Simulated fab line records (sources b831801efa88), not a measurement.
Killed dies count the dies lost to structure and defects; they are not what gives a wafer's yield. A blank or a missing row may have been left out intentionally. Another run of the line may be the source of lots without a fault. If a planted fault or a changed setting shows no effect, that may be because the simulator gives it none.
fab line records | flow gf180mcu | part 2 of 2: steps 34 to 42 of 42
record lots=5 | wafers=15 | lastDay=34
route steps=602 shown M2@370 V2@382 M3@409
lots that met no fault: taken from a fault-free run of the same line
startH: the number of hours between the record's first day and the start of the first shown wafer of the lot | waitH: hours since the lot's step before | " unchanged from the row above | L1.1+2: several wafers, shown together as one row | - no value, or no start was given | * or withheld: withheld | < > ~ a bound
route shown NAME@n: NAME is a module with steps in the file, n the number in the route of the first one | usual: mean/standard deviation taken from wafers without a fault | same: alike in all rows | chamber/n: place in a boat | sites: each site's reading | _std_site: the standard deviation of these | _edge_site: outer sites' mean less inner sites' | radiusMm: how far each site lies from the wafer's centre | mask NAME#n: copy n | behind: the most recent tool/chamber to have shaped the wafer | hold: why the lot was held/for how many hours/how that ended | device: names the non-switching transistor (n, p or np) | end of line: the route-end tests of the same wafers | a step given without rows: its recipe and nothing more | killed: at the first sort, the dies lost to defects and structure; wafer yield is something else | map: dies across one wafer; x = killed, . = not, _ = none there
set.NAME: the setting as run; set.NAME@STEP: as run at that earlier step | model.NAME: the simulator's own value behind a step, which no gauge read
lots at selected steps of the route; one table per step, one row per wafer
services: the hour from which a tool's chamber was out of use, counted from the record's first day as startH (under 0 if before that day), plus the number of hours and why
## steps
# step GF_V2_SPUTTER_21
# recipe material=Ti | targetThkNm=15 | chamberPressurePa=5 | powerW=2500 | substrateTempC=200 | timeS=80.02
# usual throttleValvePct=30.3/1
lot.wafer | tool          | chamber | startH | waitH | throttleValvePct
L083.1    | pvdSputter-04 | -       | 546.33 | 0.0   | 30.8
L083.2    | "             | -       | "      | "     | 30.5
L083.6    | "             | -       | "      | "     | 30.9
L089.1    | pvdSputter-03 | -       | 598.68 | 0.0   | 30.4
L089.3    | "             | -       | "      | "     | 29.0
L089.5    | "             | -       | "      | "     | 30.7
L091.1    | pvdSputter-02 | -       | 610.08 | 0.0   | 29.0
L091.2    | "             | -       | "      | "     | 30.5
L091.3    | "             | -       | "      | "     | 31.3
L094.2    | pvdSputter-02 | -       | 624.94 | 0.0   | 28.9
L094.3    | "             | -       | "      | "     | 28.7
L094.6    | "             | -       | "      | "     | 28.9
L097.3    | pvdSputter-03 | -       | 644.28 | 0.0   | 28.9
L097.4    | "             | -       | "      | "     | 30.8
L097.6    | "             | -       | "      | "     | 28.9
# step GF_V2_SPUTTER_22
# recipe material=TiN | targetThkNm=10 | chamberPressurePa=5 | powerW=4000 | timeS=40
# usual throttleValvePct=30.3/0.99
lot.wafer | tool          | chamber | startH | waitH | throttleValvePct
L083.1    | pvdSputter-04 | -       | 546.39 | 0.0   | 30.7
L083.2    | "             | -       | "      | "     | 30.8
L083.6    | "             | -       | "      | "     | 30.6
L089.1    | pvdSputter-03 | -       | 598.74 | 0.0   | 30.6
L089.3    | "             | -       | "      | "     | 28.8
L089.5    | "             | -       | "      | "     | 30.5
L091.1    | pvdSputter-02 | -       | 610.14 | 0.0   | 29.1
L091.2    | "             | -       | "      | "     | 30.7
L091.3    | "             | -       | "      | "     | 30.9
L094.2    | pvdSputter-02 | -       | 625.00 | 0.0   | 28.9
L094.3    | "             | -       | "      | "     | 29.1
L094.6    | "             | -       | "      | "     | 28.9
L097.3    | pvdSputter-03 | -       | 644.34 | 0.0   | 28.6
L097.4    | "             | -       | "      | "     | 30.9
L097.6    | "             | -       | "      | "     | 28.8
# step GF_V2_CVD_23
# recipe material=W | targetThkNm=350 | timeS=104.94 | tempC=400 | pressureTorr=40
# usual heaterPowerW=905/74
lot.wafer | tool    | chamber | startH | waitH | heaterPowerW
L083.1    | cvdW-02 | 1       | 546.43 | 0.0   | 936
L083.2    | "       | 0       | "      | "     | 825
L083.6    | "       | 1       | "      | "     | 934
L089.1    | cvdW-02 | 1       | 598.78 | 0.0   | 954
L089.3    | "       | 1       | "      | "     | 971
L089.5    | "       | 1       | "      | "     | 956
L091.1    | cvdW-01 | 0       | 610.18 | 0.0   | 848
L091.2    | "       | 1       | "      | "     | 971
L091.3    | "       | 1       | "      | "     | 991
L094.2    | cvdW-02 | 1       | 625.08 | 0.1   | 929
L094.3    | "       | 1       | "      | "     | 973
L094.6    | "       | 1       | "      | "     | 935
L097.3    | cvdW-02 | 1       | 644.45 | 0.1   | 974
L097.4    | "       | 1       | "      | "     | 943
L097.6    | "       | 1       | "      | "     | 955
# step GF_V2_RS_MEAS_24
# recipe thkMeasGauge=four-point-probe | reads=W_of_V2_CVD_23+TiN_of_V2_SPUTTER_22+Ti_of_V2_SPUTTER_21
# usual V2_W_RS=0.327/0.0045
lot.wafer | tool         | chamber | startH | waitH | V2_W_RS[ohm/sq]
L083.1    | filmMetro-01 | -       | 546.54 | 0.1   | 0.327
L083.2    | "            | -       | "      | "     | 0.324
L083.6    | "            | -       | "      | "     | 0.331
L089.1    | filmMetro-04 | -       | 598.89 | 0.1   | 0.332
L089.3    | "            | -       | "      | "     | 0.336
L089.5    | "            | -       | "      | "     | 0.338
L091.1    | filmMetro-04 | -       | 610.29 | 0.1   | 0.322
L091.2    | "            | -       | "      | "     | 0.327
L091.3    | "            | -       | "      | "     | 0.329
L094.2    | filmMetro-01 | -       | 625.29 | 0.2   | 0.328
L094.3    | "            | -       | "      | "     | 0.327
L094.6    | "            | -       | "      | "     | 0.324
L097.3    | filmMetro-01 | -       | 644.64 | 0.2   | 0.333
L097.4    | "            | -       | "      | "     | 0.333
L097.6    | "            | -       | "      | "     | 0.333
# step GF_V2_THK_MEAS_25
# recipe thkMeasGauge=xrf | reads=W_of_V2_CVD_23
# usual V2_W_THK=359/5.5
lot.wafer | tool         | chamber | startH | waitH | V2_W_THK[nm]
L083.1    | filmMetro-01 | -       | 546.66 | 0.1   | 360
L083.2    | "            | -       | "      | "     | 363
L083.6    | "            | -       | "      | "     | 356
L089.1    | filmMetro-04 | -       | 599.01 | 0.1   | 351
L089.3    | "            | -       | "      | "     | 349
L089.5    | "            | -       | "      | "     | 345
L091.1    | filmMetro-04 | -       | 610.41 | 0.1   | 364
L091.2    | "            | -       | "      | "     | 360
L091.3    | "            | -       | "      | "     | 359
L094.2    | filmMetro-01 | -       | 625.40 | 0.1   | 356
L094.3    | "            | -       | "      | "     | 355
L094.6    | "            | -       | "      | "     | 360
L097.3    | filmMetro-01 | -       | 644.74 | 0.1   | 350
L097.4    | "            | -       | "      | "     | 352
L097.6    | "            | -       | "      | "     | 351
# step GF_V2_CMP_26
# recipe stopOn=SiO2 | downForcePsi=3.5 | platenRpm=60 | tOverpolishS=15 | targetThkNm=0 | padVelocityMS=0.94248
# usual motorCurrentA=12.1/0.76 | overpolishRunS=15.000/0.0086 | timeToEndpointS=85/4.1
lot.wafer | tool   | chamber | startH | waitH | motorCurrentA | overpolishRunS | timeToEndpointS
L083.2    | cmp-02 | 2       | 546.77 | 0.1   | 13.0          | 15.004         | 84
L083.1    | "      | 0       | "      | "     | 12.3          | 15.003         | 87
L083.6    | "      | 2       | "      | "     | 13.4          | 14.990         | 85
L089.3    | cmp-02 | 2       | 599.12 | 0.1   | 13.1          | 15.003         | 79
L089.1    | "      | 3       | "      | "     | 12.0          | 15.019         | 82
L089.5    | "      | 2       | "      | "     | 12.7          | 15.001         | 80
L091.1    | cmp-01 | 1       | 610.73 | 0.3   | 13.2          | 14.998         | 87
L091.3    | "      | 2       | "      | "     | 12.8          | 15.002         | 89
L091.2    | "      | 3       | "      | "     | 11.3          | 14.997         | 86
L094.3    | cmp-02 | 3       | 625.54 | 0.1   | 11.8          | 15.014         | 85
L094.2    | "      | 0       | "      | "     | 12.9          | 15.000         | 83
L094.6    | "      | 0       | "      | "     | 13.0          | 15.006         | 82
L097.3    | cmp-02 | 0       | 644.78 | 0.0   | 13.2          | 14.987         | 85
L097.4    | "      | 2       | "      | "     | 12.8          | 14.998         | 83
L097.6    | "      | 1       | "      | "     | 12.7          | 15.002         | 77
# step GF_M3_SPUTTER_00
# recipe material=Ti | targetThkNm=37.5 | arrivingIonEnergyEv=80 | substrateTempC=200 | chamberPressurePa=2 | powerW=4000 | timeS=150
# usual throttleValvePct=30.6/1.1
lot.wafer | tool          | chamber | startH | waitH | throttleValvePct
L083.1    | pvdSputter-02 | -       | 547.02 | 0.1   | 31.0
L083.2    | "             | -       | "      | "     | 30.8
L083.6    | "             | -       | "      | "     | 28.9
L089.1    | pvdSputter-01 | -       | 599.37 | 0.1   | 31.0
L089.3    | "             | -       | "      | "     | 31.6
L089.5    | "             | -       | "      | "     | 31.7
L091.1    | pvdSputter-02 | -       | 611.03 | 0.2   | 31.3
L091.2    | "             | -       | "      | "     | 28.9
L091.3    | "             | -       | "      | "     | 31.0
L094.2    | pvdSputter-02 | -       | 625.84 | 0.2   | 29.1
L094.3    | "             | -       | "      | "     | 30.9
L094.6    | "             | -       | "      | "     | 30.6
L097.3    | pvdSputter-04 | -       | 645.08 | 0.2   | 32.3
L097.4    | "             | -       | "      | "     | 30.7
L097.6    | "             | -       | "      | "     | 32.3
# step GF_M3_SPUTTER_01
# recipe material=TiN | targetThkNm=30 | powerW=6500 | timeS=25 | chamberPressurePa=0.4
# usual throttleValvePct=30.6/1
lot.wafer | tool          | chamber | startH | waitH | throttleValvePct
L083.1    | pvdSputter-02 | -       | 547.12 | 0.1   | 31.1
L083.2    | "             | -       | "      | "     | 30.6
L083.6    | "             | -       | "      | "     | 28.8
L089.1    | pvdSputter-01 | -       | 599.47 | 0.1   | 30.9
L089.3    | "             | -       | "      | "     | 31.7
L089.5    | "             | -       | "      | "     | 32.1
L091.1    | pvdSputter-02 | -       | 611.13 | 0.1   | 31.0
L091.2    | "             | -       | "      | "     | 29.3
L091.3    | "             | -       | "      | "     | 30.8
L094.2    | pvdSputter-02 | -       | 625.94 | 0.1   | 29.1
L094.3    | "             | -       | "      | "     | 31.0
L094.6    | "             | -       | "      | "     | 30.9
L097.3    | pvdSputter-04 | -       | 645.18 | 0.1   | 32.3
L097.4    | "             | -       | "      | "     | 30.4
L097.6    | "             | -       | "      | "     | 32.0
# step GF_M3_SPUTTER_02
# recipe material=AlCu | targetThkNm=450 | powerW=10600 | timeS=23.9 | chamberPressurePa=0.4
# usual throttleValvePct=30.6/1
lot.wafer | tool          | chamber | startH | waitH | throttleValvePct
L083.1    | pvdSputter-02 | -       | 547.15 | 0.0   | 31.0
L083.2    | "             | -       | "      | "     | 30.5
L083.6    | "             | -       | "      | "     | 28.8
L089.1    | pvdSputter-01 | -       | 599.50 | 0.0   | 31.0
L089.3    | "             | -       | "      | "     | 32.0
L089.5    | "             | -       | "      | "     | 31.9
L091.1    | pvdSputter-02 | -       | 611.16 | 0.0   | 30.8
L091.2    | "             | -       | "      | "     | 28.9
L091.3    | "             | -       | "      | "     | 30.4
L094.2    | pvdSputter-02 | -       | 625.97 | 0.0   | 29.1
L094.3    | "             | -       | "      | "     | 30.8
L094.6    | "             | -       | "      | "     | 30.6
L097.3    | pvdSputter-04 | -       | 645.21 | 0.0   | 32.1
L097.4    | "             | -       | "      | "     | 30.7
L097.6    | "             | -       | "      | "     | 32.0
## services
tool           | chamber | startH | hours | kind
krfScanner-02  | -       | 491.65 | 0.8   | pm
cvdW-02        | -       | 492.55 | 6.2   | repair
cmp-02         | -       | 495.84 | 5.4   | pm
cmp-02         | -       | 504.08 | 0.8   | repair
plasmaAsher-02 | -       | 509.73 | 1.9   | repair
plasmaAsher-02 | -       | 512.98 | 2.9   | repair
krfScanner-02  | -       | 513.60 | 1.0   | pm
krfScanner-02  | -       | 514.74 | 2.8   | repair
rieDiel-02     | 2       | 519.87 | 6.1   | repair
krfScanner-01  | -       | 522.18 | 3.6   | pm
cmp-02         | -       | 531.72 | 1.3   | repair
krfScanner-02  | -       | 537.42 | 4.4   | pm
pvdSputter-04  | -       | 556.84 | 7.5   | repair
rieDiel-02     | 0       | 565.03 | 6.1   | repair
krfScanner-01  | -       | 579.40 | 1.3   | pm
krfScanner-01  | -       | 601.85 | 0.8   | pm
krfScanner-02  | -       | 604.92 | 1.3   | pm
krfScanner-02  | -       | 606.29 | 0.8   | pm
cmp-02         | -       | 609.13 | 4.4   | repair
cmp-02         | -       | 612.42 | 1.9   | repair
krfScanner-01  | -       | 616.79 | 1.0   | pm
cmp-02         | -       | 627.82 | 0.2   | repair
cmp-02         | -       | 631.86 | 1.9   | repair
pvdSputter-02  | -       | 634.24 | 4.5   | repair
